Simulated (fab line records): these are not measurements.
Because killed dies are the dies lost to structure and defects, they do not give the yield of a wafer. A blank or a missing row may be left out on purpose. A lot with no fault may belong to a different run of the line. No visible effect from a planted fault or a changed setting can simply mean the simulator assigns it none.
Code-filled problem report in 8D (eight disciplines) form + flow sky130 + the parts of the form that need people (team, actions taken, sign-off) are left out

1. THE ISSUE
SONOS_ONO_CVD_02_THK at SKY_SONOS_ONO_THK_MEAS_03 reads a mean of 13.48 nm on 3 wafers of 1 lot; wafers without a fault read 10.55 nm with a standard deviation of 0.17. Relative to the usual mean, that is a shift of +17 standard deviations.
First observed at day 15 10:17: wafer L444.2, on film-metro-01. At this step, 39 wafers from 13 lots have a number in the record. Rule for "out", or "out of limits": more than 4 standard deviations from the usual mean. Any other wafer with a number is counted as sound.

2. WHAT IT IS AND WHAT IT IS NOT
| question                    | is                     | is not                                                                          |
|-----------------------------|------------------------|---------------------------------------------------------------------------------|
| which readings at this step | SONOS_ONO_CVD_02_THK   | -                                                                               |
| which lots                  | L444                   | L432, L433, L434, L435, L436, L437, L438, L439, L440, L453, L454, L455          |
| which wafers of those lots  | all that have a number | -                                                                               |
| read on which gauges        | film-metro-01          | film-metro-02, film-metro-04                                                    |
| when                        | from day 15 10:17      | up to then (27 sound wafers); but 9 sound wafers of L453, L454, L455 came after |

3. THE SUSPECTS, EACH WITH WHAT RULES IT OUT
Counting: a tool stays on the suspect list if, at a process step up to the reading, it processed all lots that are out and no sound lot following the first of them.
- the gauge at SKY_SONOS_ONO_THK_MEAS_03: kept. All the wafers that are out were read on film-metro-01, and no step on other tools shows them out.
- rtp-anneal-01 at SKY_NWELL_RTA_28 (time 30 s): ruled out as a lasting fault. The sound lots L453, L455 went through it after L444, its earliest lot that is out (day 8 14:09).
- lpcvd-02 at SKY_SONOS_ONO_CVD_02 (deposits Si3N4 from DCS/NH3, target thk 10.5 nm, time 180 s): ruled out as a lasting fault. The sound lots L453, L454, L455 went through it after L444, its earliest lot that is out (day 15 09:14).
Left after counting: film-metro-01 at SKY_SONOS_ONO_THK_MEAS_03.

4. THE CAUSE (what the simulator had put in)
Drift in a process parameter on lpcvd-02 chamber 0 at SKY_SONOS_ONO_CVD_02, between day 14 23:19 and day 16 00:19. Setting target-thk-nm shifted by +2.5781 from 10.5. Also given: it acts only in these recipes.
Counting ruled it out, wrongly: the rule takes a fault to strike every lot that its tool runs from its start on, and this one did not.

5. SEQUENCE OF EFFECTS, ordered by route
Each row: a reading where the mean over the struck wafers with a number is more than 3 standard deviations away from the usual. Scope: only readings with a usual standard deviation given in the record; hours: median across lots of the time from each lot's start at the first step in this table that gives one to its start at this step; sigmas: change in usual standard deviations.
| hours | step                      | reading              | usual    | on struck wafers | change | sigmas |
|-------|---------------------------|----------------------|----------|------------------|--------|--------|
| 0     | SKY_SONOS_ONO_THK_MEAS_03 | SONOS_ONO_CVD_02_THK | 10.55 nm | 13.48            | +2.93  | +17    |

6. WHAT WOULD HAVE CAUGHT IT SOONER
In this record the first reading out of limits at a measuring or inspecting step was taken at day 15 10:17, 11 hours after the fault began at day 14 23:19.
